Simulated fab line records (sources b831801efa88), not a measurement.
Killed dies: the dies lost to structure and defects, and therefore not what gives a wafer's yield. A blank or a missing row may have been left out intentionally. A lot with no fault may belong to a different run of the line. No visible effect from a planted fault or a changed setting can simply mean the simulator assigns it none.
Which of the tools did it? / flow gf180mcu / Sampling: 6 lots, 18 wafers, 3 of 602 route steps

== WHAT THE GAUGES READ, wafer by wafer ==
GF_V5_THK_MEAS_03.
lot=L214; measured=day 27 09:40; on=filmMetro-04; V5_CVD_02_THK (nm)=1435 1434 1470
lot=L216; measured=day 28 00:44; on=filmMetro-01; V5_CVD_02_THK (nm)=1426 1443 1437
lot=L218; measured=day 28 13:29; on=filmMetro-04; V5_CVD_02_THK (nm)=1414 1436 1462
lot=L220; measured=day 29 07:28; on=filmMetro-01; V5_CVD_02_THK (nm)=1449 1442 1434
lot=L222; measured=day 29 22:04; on=filmMetro-01; V5_CVD_02_THK (nm)=1569 1412 1602
lot=L233; measured=day 32 22:05; on=filmMetro-04; V5_CVD_02_THK (nm)=1445 1461 1471

== TOOL THAT RAN EACH LOT (tool first, then ch and the chambers of the sampled wafers, then the start) ==
lot=L214; GF_MIM_SPUTTER_09=pvdSputter-04, day 25 14:49; GF_V5_CVD_02=pecvd-02 ch 0,1,2, day 27 09:34
lot=L216; GF_MIM_SPUTTER_09=pvdSputter-04, day 26 05:28; GF_V5_CVD_02=pecvd-04 ch 0,1, day 28 00:37
lot=L218; GF_MIM_SPUTTER_09=pvdSputter-02, day 26 18:57; GF_V5_CVD_02=pecvd-04 ch 0,2, day 28 13:22
lot=L220; GF_MIM_SPUTTER_09=pvdSputter-03, day 27 14:17; GF_V5_CVD_02=pecvd-02 ch 0,1,2, day 29 07:22
lot=L222; GF_MIM_SPUTTER_09=pvdSputter-04, day 28 05:01; GF_V5_CVD_02=pecvd-04 ch 1,2, day 29 21:56
lot=L233; GF_MIM_SPUTTER_09=pvdSputter-02, day 31 08:53; GF_V5_CVD_02=pecvd-01 ch 1,2, day 32 21:59
- GF_MIM_SPUTTER_09: material TiN, target thk 35 nm, time 29.2 s.
- GF_V5_CVD_02: deposits SiO2 from TEOS, target thk 1450 nm, time 163.28 s.

== THE ANSWER, worked out from the rows above alone ==
Rule: the usual values come from the lots themselves. Put in order of their means at a reading, lots are off if they are a third of the lots or fewer, leave a main group of 4 or more, and stand apart from it by a gap of 3 or more times the standard deviation of the main group's means; of several such gaps the widest counts. Not used: any main group whose means are identical at the precision the tables above print for the reading. A lot without any number at a reading at which 4 lots or more have one is off too. Where the step has rows for the other lots, those lots are counted as sound.
Off: L222, seen at GF_V5_THK_MEAS_03 (V5_CVD_02_THK). Main group: mean 1444 nm, sd 8.4.
If a tool, at a process step before that reading, ran all the lots that are off and no sound lot after the first of them, it fits. The gauges at GF_V5_THK_MEAS_03 are tried like those tools. Can't be told from this: 3 tools fit, pvdSputter-04 at GF_MIM_SPUTTER_09, pecvd-04 at GF_V5_CVD_02, filmMetro-01 at GF_V5_THK_MEAS_03.

== WHAT THE SIMULATOR PUT IN ==
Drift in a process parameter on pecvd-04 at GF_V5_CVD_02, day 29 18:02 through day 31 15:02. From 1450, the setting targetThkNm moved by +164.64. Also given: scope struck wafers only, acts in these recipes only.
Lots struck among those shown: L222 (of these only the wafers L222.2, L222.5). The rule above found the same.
